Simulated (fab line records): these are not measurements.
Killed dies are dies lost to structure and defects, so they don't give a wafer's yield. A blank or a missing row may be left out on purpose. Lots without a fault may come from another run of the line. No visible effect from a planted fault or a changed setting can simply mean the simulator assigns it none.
Struck lot and sound lot, side by side || flow sky130 || 18 steps out of a route of 708
Sound: wafers L398.2, L398.3, L398.4. Struck: wafer L387.5. (L387.4 of the same lot was not struck and is left out.) The cause comes at the end.
At each step with rows: each side's tool, then ch and its chambers, then its first start. Under that, the readings that differ: sound wafers || struck wafers || difference of the means || sigmas: that difference in standard deviations of wafers without a fault.
alike: words and numbers the same on both sides, and readings whose means are apart by under 2 such deviations; not compared: readings that were withheld, readings missing a value for some wafer, numbers with overlapping values and no deviation given by the record, and bounds like >300 which may hide the same value.
Wherever a step has rows on one side only, a row that says differs or no value, or a row with sigmas, the two part there. When numbers do not overlap yet have no deviation, they are printed without sigmas and do not part them. Lack of a reading on every wafer of one side parts them only where that side has two or more wafers.

first, 4 steps without rows for these wafers: SKY_VT_ADJUST_LVTN_SOFTBAKE_14 (time 60 s); SKY_VT_ADJUST_LVTN_EXPOSE_15 (exposes mask HVN STD DERIVED, target cd 600 nm); SKY_VT_ADJUST_LVTN_PEB_16; SKY_VT_ADJUST_LVTN_DEVELOP_17 (develop time 60 s).
SKY_VT_ADJUST_LVTN_OVL_MEAS_18:
  sound: overlay-01 at day 13 05:23; struck: overlay-01 at day 9 02:46
  alike: VT_ADJUST_LVTN_01_OVL
next, for these wafers, 1 step has no rows: SKY_VT_ADJUST_LVTN_IMPLANT_19.
SKY_VT_ADJUST_LVTN_STRIP_20: strips in O2/N2.
  sound on plasmaAsher-04 ch 0,1, day 13 05:34; struck on plasmaAsher-01 ch 0, day 9 02:58
  alike: drypumpMotorCurrentA, oesProductAu, stripTimeToEndpointS
  not compared: rfHoursCounterH
SKY_VT_ADJUST_LVTN_TW_MEAS_21:
  sound: filmMetro-04 at day 13 05:41; struck: filmMetro-01 at day 9 03:04
  alike: VT_ADJUST_LVTN_2_TW
then, 4 steps without rows for these wafers: SKY_VT_ADJUST_NCORE_DEHYDRATE_00 (time 60 s); SKY_VT_ADJUST_NCORE_HMDS_01 (prime time 60 s); SKY_VT_ADJUST_NCORE_COAT_02 (resist thk 1140 nm); SKY_VT_ADJUST_NCORE_SOFTBAKE_03 (time 60 s).
SKY_VT_ADJUST_NCORE_EXPOSE_04: exposes mask LVTN COMPLEMENT THIN, target cd 380 nm.
  sound on ilineStepper-02 ch 0, day 13 19:52; struck on ilineStepper-01 ch 0, day 9 13:26
  alike: mask, exposureDoseMJCm2
then, 2 steps without rows for these wafers: SKY_VT_ADJUST_NCORE_PEB_05; SKY_VT_ADJUST_NCORE_DEVELOP_06 (develop time 60 s).
SKY_VT_ADJUST_NCORE_CD_MEAS_07: the cd target is 380 nm.
  sound: cdSem-01 at day 14 08:11; struck: cdSem-02 at day 9 23:36
{"reading": "cdNm (nm)", "sound": "376.4 376.7 375.8", "struck": 349.0, "difference": -27.3, "sigmas": -11}
SKY_VT_ADJUST_NCORE_OVL_MEAS_08:
  sound: overlay-02 at day 14 08:18; struck: overlay-01 at day 9 23:40
  alike: VT_ADJUST_NCORE_OVL
-- record jumps: 37 days separate the struck wafers' starts on either side; left off in module VT_ADJUST_NCORE, taken up again in module PAD_OPEN, whose first shown step is the route's number 708 --
SKY_PAD_OPEN_PROBE_99:
  record: rows for the struck wafers here (prober-02, day 46 22:23), none for the sound ones

== WHERE THEY PART ==
First at SKY_VT_ADJUST_NCORE_CD_MEAS_07; last, within this record, at SKY_PAD_OPEN_PROBE_99.

WHY: what had been put in by the simulator
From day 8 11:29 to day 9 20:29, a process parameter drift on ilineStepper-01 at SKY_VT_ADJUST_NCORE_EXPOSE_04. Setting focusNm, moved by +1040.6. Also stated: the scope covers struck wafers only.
